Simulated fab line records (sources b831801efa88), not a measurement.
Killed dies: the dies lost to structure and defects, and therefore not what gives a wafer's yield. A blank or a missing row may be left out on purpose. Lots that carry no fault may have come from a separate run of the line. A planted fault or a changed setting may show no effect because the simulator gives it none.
Problem report, 8D (eight disciplines) form, completed by code || flow gf180mcu || the parts of the form that need people (team, actions taken, sign-off) are left out

1. WHAT IS WRONG
MVPSD_TW at GF_MVPSD_TW_MEAS_11 reads a mean of 444 on 6 wafers of 2 lots; wafers without a fault read 554 with a standard deviation of 4.8. That is -23 standard deviations from the usual mean.
First seen on wafer L841.1, day 7 08:38, on film metro-03. The record holds 39 wafers of 13 lots with a number at this step. Rule for "out", or "out of limits": more than 4 standard deviations from the usual mean. Any other wafer with a number is counted as sound.

2. WHAT IT IS AND WHAT IT IS NOT
{"question": "which readings at this step", "is": "MVPSD_TW", "is not": "-"}
{"question": "which lots", "is": "L841, L844", "is not": "L832, L834, L835, L838, L839, L840, L849, L851, L852, L854, L855"}
{"question": "which wafers of those lots", "is": "all that have a number", "is not": "-"}
{"question": "read on which gauges", "is": "film metro-01, film metro-03", "is not": "film metro-04"}
{"question": "when", "is": "from day 7 08:38", "is not": "up to then (18 sound wafers); but 15 sound wafers of L849, L851, L852, L854, L855 came after"}

3. SUSPECTS, AND WHAT RULES EACH OUT
Counting: any tool at a process step up to the reading is kept as a suspect provided that every lot that is out went through it and no sound lot did after the first of them.
- ruled out: the gauge at GF_MVPSD_TW_MEAS_11. 2 gauges (film metro-01, film metro-03) read the wafers that are out.
- implanter-03 at GF_MVPSD_IMPLANT_08: ruled out as a lasting fault. The sound lots L852 went through it after L841, its earliest lot that is out (day 7 08:14).
Left after counting: nothing in the record.

4. THE CAUSE (what the simulator had put in)
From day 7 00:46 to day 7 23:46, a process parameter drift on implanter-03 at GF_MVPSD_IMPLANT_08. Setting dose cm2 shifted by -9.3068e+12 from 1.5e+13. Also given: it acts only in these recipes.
It was ruled out by counting, in error; the rule expects a fault to strike all lots run on its tool from its start on, and this fault did not.

5. SEQUENCE OF EFFECTS, ordered by route
Each row: a reading whose mean over the struck wafers that have a number lies more than 3 standard deviations from the usual. Readings are gone through only where the record gives a usual standard deviation; hours: the median, over the lots, of the time from a lot's start at the first step in this table giving one to that lot's start at this step; sigmas: the change measured in usual standard deviations.
{"hours": 0, "step": "GF_MVPSD_IMPLANT_08", "reading": "dose ions cm2", "usual": 1.4999e+13, "on struck wafers": 5.6915e+12, "change": -9.3075e+12, "sigmas": "-99 or more"}
{"hours": 0, "step": "GF_MVPSD_IMPLANT_08", "reading": "faraday current uA", "usual": 84.5, "on struck wafers": 32.2, "change": -52.3, "sigmas": -33}
{"hours": 0, "step": "GF_MVPSD_TW_MEAS_11", "reading": "MVPSD_TW", "usual": 554, "on struck wafers": 444, "change": -110, "sigmas": -23}
{"hours": 67, "step": "GF_VT_IMPLANT_RS_MEAS_49", "reading": "MVPSD_RS", "usual": "1170.3 ohm/sq", "on struck wafers": 1848.7, "change": "+678.4", "sigmas": "+99 or more"}
Process steps it contains:
- GF_MVPSD_IMPLANT_08
At these later measuring or inspecting steps, every struck wafer for which the step has a row has a number for every such reading, and none has moved that far: GF_VT_IMPLANT_OVL_MEAS_18.

6. HOW IT WOULD HAVE BEEN CAUGHT EARLIER
The first out-of-limits reading at a measuring or inspecting step in this record came at day 7 08:38, 8 hours after the fault's start at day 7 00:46.
The tool's own readings at GF_MVPSD_IMPLANT_08 were out on every struck wafer that the step has a row for (dose ions cm2, faraday current uA): an alarm limit on them would have fired on the first of those.
